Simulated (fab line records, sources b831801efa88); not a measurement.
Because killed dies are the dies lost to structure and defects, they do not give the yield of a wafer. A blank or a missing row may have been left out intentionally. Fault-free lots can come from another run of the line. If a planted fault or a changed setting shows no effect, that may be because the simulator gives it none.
The same fault as seen by 2 desks ; flow gf180mcu ; only its own numbers are on each desk; what lay behind them is given at the end

## AT THE TOOL OWNER'S DESK: implanter-04
GF_LVPWELL_IMPLANT_08, tool's own readings: per-lot mean of the sampled wafers with a number, covering each lot this tool ran. The brackets show how far a lot's mean lies from the usual mean; more than 4 standard deviations puts the lot out of limits, marked OUT.
Columns: A = tilt_deg at GF_LVPWELL_IMPLANT_08, usual -0.002 degrees
lot;first seen here;A
L504;day 4 00:28;0.016
L506;day 4 13:34;0.002
L507;day 4 17:53;0.003
L508;day 5 00:32;6.426 (+99 or more) OUT
L509;day 5 09:34;6.430 (+99 or more) OUT
L511;day 5 21:23;6.468 (+99 or more) OUT
L523;day 8 18:35;-0.001
L525;day 9 00:27;0.006
L526;day 9 07:13;-0.004
This desk's verdict: out of limits on L508, L509, L511, starting with L508 at day 5 00:32 (tilt_deg at GF_LVPWELL_IMPLANT_08). L504, L506, L507, L523, L525, L526 stayed within limits.

## AT THE METROLOGY DESK
Lot by lot, what the gauges showed, no matter which tool ran the lot: averages of those sampled wafers that carry a number. The brackets show how far a lot's mean lies from the usual mean; more than 4 standard deviations puts the lot out of limits, marked OUT.
Columns: A = NWELL_OVL at GF_NWELL_OVL_MEAS_07, usual 1.1 nm; B = LVPWELL_TW at GF_LVPWELL_TW_MEAS_11, usual 560; C = LVPWELL_RS at GF_VT_IMPLANT_RS_MEAS_48, usual 1197 ohm/sq
lot;first seen here;A;B;C
L504;day 3 12:06;2.9;555;1196
L505;day 3 18:50;1.1;559;1198
L506;day 3 23:38;3.6;561;1191
L507;day 4 04:14;1.0;564;1198
L508;day 4 10:16;1.1;619 (+12) OUT;1434 (+74) OUT
L509;day 4 18:22;2.8;621 (+12) OUT;1430 (+73) OUT
L511;day 5 06:27;-0.3;620 (+12) OUT;1428 (+72) OUT
L521;day 7 09:18;1.2;554;1197
L522;day 7 16:26;0.9;557;1194
L523;day 8 01:11;-0.0;554;1200
L524;day 8 02:29;2.6;556;1198
L525;day 8 07:56;1.4;556;1196
L526;day 8 14:02;0.0;558;1196
Finding of this desk: L508, L509, L511 out of limits, first seen on L508 at day 5 00:56 (LVPWELL_TW at GF_LVPWELL_TW_MEAS_11). L504, L505, L506, L507, L521, L522, L523, L524, L525, L526 stayed within limits.

## BROUGHT TOGETHER
The tool owner's desk could have raised an alarm at day 5 00:32, on L508, L509, L511.
An alarm was possible from the metrology desk at day 5 00:56, on L508, L509, L511.
Of the lots named, all ran GF_LVPWELL_IMPLANT_08 on implanter-04.

## WHAT THE SIMULATOR PUT IN
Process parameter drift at GF_LVPWELL_IMPLANT_08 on implanter-04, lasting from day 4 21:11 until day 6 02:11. From 0, the setting tilt_deg moved by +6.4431. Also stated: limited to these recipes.
Struck lots among those shown: L508, L509, L511.
Time in hours from fault onset to the first out-of-limits reading at each desk: tool owner's desk 3, metrology desk 4.
